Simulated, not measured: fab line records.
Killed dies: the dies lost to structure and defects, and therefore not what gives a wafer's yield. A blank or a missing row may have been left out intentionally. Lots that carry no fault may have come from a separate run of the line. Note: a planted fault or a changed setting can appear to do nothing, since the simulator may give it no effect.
Which tool is to blame? -- flow gf180mcu -- Sampling: 13 lots, 39 wafers, 4 of 602 route steps

WHAT THE GAUGES SHOWED, per wafer
GF_DUAL_GATE_OVL_MEAS_11. Usual: DUAL_GATE_OVL typically reads 0.2 nm, with standard deviation 1.4.
lot,measured,on,DUAL_GATE_OVL (nm),flag
L332,day 8 15:55,overlay-01,-2.1 0.9 1.0,
L333,day 8 16:22,overlay-01,-0.2 -1.2 1.1,
L334,day 8 22:50,overlay-02,-1.0 -1.3 -1.6,
L335,day 9 05:21,overlay-01,-0.7 -0.1 -0.4,
L337,day 10 00:32,overlay-01,0.2 2.1 0.2,
L338,day 10 10:01,overlay-01,0.3 1.1 0.4,
L339,day 10 11:41,overlay-01,1.5 -0.2 0.1,
L341,day 10 23:11,overlay-02,-0.6 -0.9 -1.3,
L342,day 11 11:37,overlay-02,0.3 0.1 -0.1,
L345,day 12 03:34,overlay-01,- - -,OFF
L346,day 12 09:16,overlay-01,-0.2 0.0 0.6,
L348,day 13 05:55,overlay-02,0.0 -1.0 0.6,
L349,day 13 15:34,overlay-02,1.7 2.6 2.9,

GF_POLY_GATE_THK_MEAS_17. Usual: POLY_GATE_OXIDATION_THK typically reads 4.00 nm, with standard deviation 0.084.
lot,measured,on,POLY_GATE_OXIDATION_THK (nm),flag
L332,day 9 14:19,film-metro-03,3.89 4.06 4.04,
L333,day 9 15:34,film-metro-02,3.97 3.95 4.04,
L334,day 9 22:08,film-metro-03,3.92 3.98 3.98,
L335,day 10 03:35,film-metro-02,4.13 4.12 4.12,
L337,day 10 23:38,film-metro-03,4.08 4.11 4.24,
L338,day 11 09:31,film-metro-02,4.02 4.08 4.12,
L339,day 11 12:28,film-metro-04,3.87 3.98 3.94,
L341,day 11 23:35,film-metro-04,4.01 3.92 3.94,
L342,day 12 15:41,film-metro-03,4.03 4.07 4.22,
L346,day 13 11:29,film-metro-04,4.00 4.00 4.03,
L348,day 14 08:07,film-metro-02,3.88 3.92 3.98,
L349,day 14 18:07,film-metro-03,3.87 3.83 3.85,

GF_HV_LDD_OVL_MEAS_47. Usual: HV_LDD_03_OVL typically reads -0.7 nm, with standard deviation 1.3.
lot,measured,on,HV_LDD_03_OVL (nm),flag
L332,day 12 19:35,overlay-02,-0.3 3.0 -0.2,
L333,day 12 20:26,overlay-01,-1.9 -2.2 -1.4,
L334,day 13 04:10,overlay-01,0.0 0.5 -0.8,
L335,day 13 08:40,overlay-02,-1.1 1.1 0.2,
L337,day 14 09:14,overlay-01,-1.2 -0.7 -1.6,
L338,day 14 18:01,overlay-02,-0.5 -2.4 -1.4,
L339,day 14 21:13,overlay-02,-0.3 -0.3 -0.8,
L341,day 15 10:20,overlay-02,-2.8 -2.2 -2.2,
L342,day 16 04:53,overlay-02,-1.0 0.2 -1.7,
L346,day 17 04:02,overlay-01,-0.9 -0.3 -0.3,
L348,day 18 02:49,overlay-01,-0.7 -1.0 0.5,
L349,day 18 15:28,overlay-02,0.4 1.5 0.5,

TOOL THAT RAN EACH LOT (tool first, then ch and the chambers of the sampled wafers, then the start)
lot,GF_DUAL_GATE_EXPOSE_08
L332,"iline-stepper-01 ch 0, day 8 08:01"
L333,"iline-stepper-02 ch 0, day 8 08:16"
L334,"iline-stepper-02 ch 0, day 8 14:49"
L335,"iline-stepper-01 ch 0, day 8 21:16"
L337,"iline-stepper-01 ch 0, day 9 16:23"
L338,"iline-stepper-01 ch 0, day 10 00:43"
L339,"iline-stepper-01 ch 0, day 10 02:42"
L341,"iline-stepper-01 ch 0, day 10 14:15"
L342,"iline-stepper-01 ch 0, day 11 01:58"
L345,"iline-stepper-01 ch 0, day 11 17:37"
L346,"iline-stepper-01 ch 0, day 11 23:51"
L348,"iline-stepper-01 ch 0, day 12 20:05"
L349,"iline-stepper-01 ch 0, day 13 05:41"
- GF_DUAL_GATE_EXPOSE_08: exposes mask Dualgate, target cd 700 nm.

WHAT THE TOOLS THEMSELVES READ (means of the sampled wafers that have a number; where no wafer has one, the mark that the record gives instead)
The record holds no such reading with a usual standard deviation.

THE ANSWER, worked out from the rows above alone
Rule: a lot counts as off when the mean over its wafers that have a number is more than 3 standard deviations away from the usual mean. Also off: a lot with no number at a reading for which 4 or more lots have one. The other lots that the step has rows for count as sound. The gauges are gone through in route order, then the tools' own readings, and for those a lot's mean is taken as printed above. At the first step where some lot is off, the reading lying furthest off is the one used; lots without a number count as furthest.
Off: L345, at GF_DUAL_GATE_OVL_MEAS_11 (DUAL_GATE_OVL). Without a number there: L345.
If a tool, at a process step before that reading, ran all the lots that are off and no sound lot after the first of them, it fits. Those tools and the gauges at GF_DUAL_GATE_OVL_MEAS_11 are tried in the same way. No candidate that was tried fits.

WHAT THE SIMULATOR PUT IN
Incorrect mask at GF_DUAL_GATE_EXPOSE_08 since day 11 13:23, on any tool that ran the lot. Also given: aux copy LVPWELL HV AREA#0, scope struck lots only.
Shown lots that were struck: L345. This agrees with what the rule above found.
